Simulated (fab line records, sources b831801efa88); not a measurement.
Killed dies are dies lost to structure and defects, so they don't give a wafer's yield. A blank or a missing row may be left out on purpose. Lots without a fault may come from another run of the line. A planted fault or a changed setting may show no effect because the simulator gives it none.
One fault seen from 2 desks | flow sky130 | each desk has only its own numbers; what lay behind them comes last

THE METROLOGY DESK
What the gauges read, lot by lot, whatever tool the lot ran on: means of the sampled wafers that have a number. A lot is out of limits, marked OUT, if its mean lies more than 4 standard deviations from the usual mean; the brackets give that distance.
Columns: A = NWELL_TW at SKY_NWELL_TW_MEAS_15, usual 1818; B = VT_ADJUST_HVTP_OVL at SKY_VT_ADJUST_HVTP_OVL_MEAS_08, usual 0.4 nm; C = SONOS_TUNNEL_TW at SKY_SONOS_TUNNEL_TW_MEAS_12, usual 196.7; D = cd_nm at SKY_SONOS_ONO_CD_MEAS_13, usual 410.8 nm
lot  | first seen here | A    | B    | C               | D
L167 | day 4 18:43     | 1809 | 2.2  | 198.4           | 411.2
L171 | day 5 19:56     | 1799 | -1.3 | 195.2           | 407.7
L172 | day 6 00:01     | 1803 | -0.2 | 196.9           | 412.3
L173 | day 6 05:10     | 1809 | -1.3 | 197.3           | 409.5
L174 | day 6 13:25     | 1799 | 0.7  | 197.1           | 412.0
L176 | day 6 23:39     | 1804 | 0.7  | 197.9           | 411.2
L179 | day 7 17:11     | 1849 | -0.5 | 174.6 (-16) OUT | 409.5
L180 | day 7 20:58     | 1801 | 1.9  | 174.7 (-16) OUT | 412.6
L186 | day 9 09:53     | 1850 | -0.8 | 196.2           | 411.2
L187 | day 9 14:18     | 1809 | 3.5  | 198.3           | 407.6
L188 | day 10 04:17    | 1812 | -0.6 | 197.6           | 413.4
L189 | day 10 04:55    | 1854 | -1.5 | 197.2           | 412.3
L190 | day 10 11:08    | 1847 | 1.0  | 197.7           | 410.6
This desk's finding: out of limits on L179, L180; first on L179, day 15 21:17 (SONOS_TUNNEL_TW at SKY_SONOS_TUNNEL_TW_MEAS_12). In limits: L167, L171, L172, L173, L174, L176, L186, L187, L188, L189, L190.

THE TOOL OWNER'S DESK: implanter-01
The tool's own readings at SKY_SONOS_TUNNEL_IMPLANT_09: means of the sampled wafers that have a number, for each lot that ran on this tool. A lot is out of limits, marked OUT, if its mean lies more than 4 standard deviations from the usual mean; the brackets give that distance.
Columns: A = faraday_current_uA at SKY_SONOS_TUNNEL_IMPLANT_09, usual 5.65
lot  | first seen here | A
L167 | day 12 01:12    | 5.74
L174 | day 14 12:03    | 5.54
L179 | day 15 20:52    | 5.60
L180 | day 16 04:49    | 5.69
L188 | day 19 03:40    | 5.55
L189 | day 19 05:33    | 5.59
This desk's finding: nothing out of limits on any of the 6 lots.

PUT TOGETHER
The metrology desk could have raised an alarm at day 15 21:17, on L179, L180.
The tool owner's desk saw nothing out of limits.
The tool owner's desk has L179, L180 on record, within its limits.
Of the lots named, all ran SKY_SONOS_TUNNEL_IMPLANT_09 on implanter-01.

WHAT THE SIMULATOR HAD PUT IN
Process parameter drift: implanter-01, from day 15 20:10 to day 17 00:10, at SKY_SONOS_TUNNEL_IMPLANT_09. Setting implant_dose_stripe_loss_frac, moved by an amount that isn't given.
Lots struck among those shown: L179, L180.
Hours from the fault's start to each desk's first reading out of limits: the metrology desk, 1.
